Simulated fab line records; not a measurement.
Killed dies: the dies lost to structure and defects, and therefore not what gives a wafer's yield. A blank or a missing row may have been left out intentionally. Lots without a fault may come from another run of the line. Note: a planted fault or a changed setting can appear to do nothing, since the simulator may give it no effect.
A lot that was struck, set against a sound lot -- flow sky130 -- 34 out of 708 route steps
Sound: these wafers, L187.2, L187.3, L187.4. Wafers struck: L178.2, L178.4, L178.5. The cause comes at the end.
At each step with rows: each side's tool, then ch and its chambers, then its first start. Under that, the readings that differ: sound wafers -- struck wafers -- difference of the means -- sigmas: that difference in standard deviations of wafers without a fault.
alike: readings whose means differ by less than 2 such deviations, and words and numbers that are the same on both sides. not compared: withheld readings, readings that some wafer has no value for, bounds like >300 that may hide the same value, and numbers for which the record gives no deviation and whose values overlap.
Wherever a step has rows on one side only, a row that says differs or no value, or a row with sigmas, the two part there. Non-overlapping numbers with no deviation appear without sigmas and do not part them. A reading missing from all wafers of one side parts the sides only when that side holds two or more wafers.

first, 7 steps without rows for these wafers: SKY_SONOS_TUNNEL_DEVELOP_06 (develop time 60 s); SKY_SONOS_TUNNEL_IMPLANT_09; SKY_SONOS_TUNNEL_WET_ETCH_10 (etches SiO2 in dHF, target depth 14 nm, time 280 s); SKY_SONOS_TUNNEL_STRIP_11 (strips in SPM, time 600 s); SKY_SONOS_TUNNEL_CLEAN_13 (cleans in dHF, time 20 s); SKY_SONOS_ONO_OXIDATION_00 (stabilise 600 s, purge 300 s, target thk 2.6 nm); SKY_SONOS_ONO_CVD_02 (deposits Si3N4 from DCS/NH3, target thk 10.5 nm, time 180 s).
SKY_SONOS_ONO_CVD_04: deposits SiO2 from SiH4/N2O, target thk 5.7199 nm.
  sound on lpcvd-03 ch 1, day 19 07:28; struck on lpcvd-03 ch 1, day 16 09:42
reading,sound,struck,difference,sigmas
spike_tc_bottom_C (C),921.0 920.5 922.3,914.6 915.5 916.1,-5.9,-5
spike_tc_centre_C (C),899.6 899.0 901.2,896.8 895.7 895.7,-3.9,-3
spike_tc_lower_C (C),902.8 902.5 903.4,934.0 934.3 934.2,+31.3,+22
zone_power_bottom_pct (%),31.3 31.1 31.4,26.2 25.8 25.4,-5.5,-6
zone_power_centre_pct (%),17.9 18.3 18.1,12.5 12.6 12.5,-5.6,-12
zone_power_lower_pct (%),18.0 18.1 18.2,30.8 30.9 30.6,+12.7,+29
model.SiO2_of_SONOS_ONO_CVD_04.thk_nm (nm),5.714 5.664 5.753,6.537 6.101 5.99,+0.499,
  alike: susceptor_temp_C
SKY_SONOS_ONO_THK_MEAS_05:
  sound on film_metro-03, day 19 08:44; struck on film_metro-03, day 16 10:58
reading,sound,struck,difference,sigmas
SONOS_ONO_CVD_04_THK (nm),5.72 5.70 5.75,6.50 6.15 6.00,+0.49,+5
then, 23 steps without rows for these wafers: SKY_SONOS_ONO_DEHYDRATE_06 (time 60 s); SKY_SONOS_ONO_HMDS_07 (prime time 60 s); SKY_SONOS_ONO_COAT_08 (resist thk 1140 nm); SKY_SONOS_ONO_SOFTBAKE_09 (time 60 s); SKY_SONOS_ONO_EXPOSE_10 (exposes mask ONOM, target cd 410 nm); SKY_SONOS_ONO_PEB_11; SKY_SONOS_ONO_DEVELOP_12 (develop time 60 s); SKY_SONOS_ONO_ETCH_15 (etches the open film in CHF3/O2, target depth 19.52 nm, time 7.8 s); SKY_SONOS_ONO_WET_ETCH_16 (etches SiO2 in dHF, target depth 14 nm, time 280 s); SKY_SONOS_ONO_STRIP_17 (strips in O2/N2); SKY_SONOS_ONO_WET_ETCH_18 (etches Si3N4 in H3PO4, target depth 15 nm, time 172 s); SKY_GATE_OXIDE_CLEAN_00 (cleans in SC1/SC2, time 150 s); SKY_GATE_OXIDE_OXIDATION_01 (stabilise 600 s, purge 300 s, target thk 10.268 nm); SKY_GATE_OXIDE_DEHYDRATE_03 (time 60 s); SKY_GATE_OXIDE_HMDS_04 (prime time 60 s); SKY_GATE_OXIDE_COAT_05 (resist thk 1140 nm); SKY_GATE_OXIDE_SOFTBAKE_06 (time 60 s); SKY_GATE_OXIDE_EXPOSE_07 (exposes mask LVOM, target cd 600 nm); SKY_GATE_OXIDE_PEB_08; SKY_GATE_OXIDE_DEVELOP_09 (develop time 60 s); SKY_GATE_OXIDE_IMPLANT_11; SKY_GATE_OXIDE_WET_ETCH_12 (etches SiO2 in dHF, target depth 16.8 nm, time 336 s); SKY_GATE_OXIDE_STRIP_13 (strips in O2/N2).
-- the record jumps here: 3 days lie between the struck wafers' starts before and after --
SKY_GATE_OXIDE_CLEAN_15: cleans in SC1/SC2, time 150 s.
  sound on wet_bench-02 ch 3, day 22 01:41; struck on wet_bench-01 ch 2, day 19 02:16
reading,sound,struck,difference,sigmas
bath_guard_temp_C (C),69.7 69.7 69.5,70.8 70.3 70.7,+1.0,+2
model.SiO2_of_SONOS_ONO_CVD_04.thk_nm (nm),4.177 4.121 4.21,5.017 4.581 4.472,+0.521,
-- here the record skips 31 days between the struck wafers' starts before and after, leaving off in module GATE_OXIDE and picking up in module PAD_OPEN (first step shown: number 708 of the route) --
SKY_PAD_OPEN_PROBE_99:
  sound on prober-01, day 51 02:01; struck on prober-01, day 49 21:22
reading,sound,struck,difference,sigmas
killed_at_contacts,31 32 36,21 16 18,-15,-3
model.etest.cap_ono.gate_log10_a_cm2,-8.027 -7.826 -7.953,-8.863 -8.346 -8.317,-0.573,
model.etest.cap_ono.gate_bv_v (V),16.24 16.48 16.23,17.02 16.55 16.88,+0.50,
model.etest.cap_ono.tox_acc_nm (nm),12.95 12.77 12.9,13.6 13.15 13.15,+0.4,
model.etest.sonos_programmed.vt_v (V),1.419 1.524 1.478,1.065 1.26 1.329,-0.256,
model.etest.sonos_erased.vt_v (V),-2.195 -2.274 -2.22,-1.952 -2.125 -2.172,+0.147,
  alike: killed_at_M0_to_M3, killed_at_M4_up, killed_at_front_end, killed_at_other, killed_dies, killed_open, killed_short
  not compared: model.etest.sonos_erased.drive_ua_um, model.etest.sonos_uncharged.r_on_ohm_um, model.etest.sonos_programmed.off_log10_a_um

== WHERE THEY PART ==
At SKY_SONOS_ONO_CVD_04 first; at SKY_PAD_OPEN_PROBE_99 last (within this record only).

WHY: the cause the simulator had injected
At SKY_SONOS_ONO_CVD_04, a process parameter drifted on lpcvd-03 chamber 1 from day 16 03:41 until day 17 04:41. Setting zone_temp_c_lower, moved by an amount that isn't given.
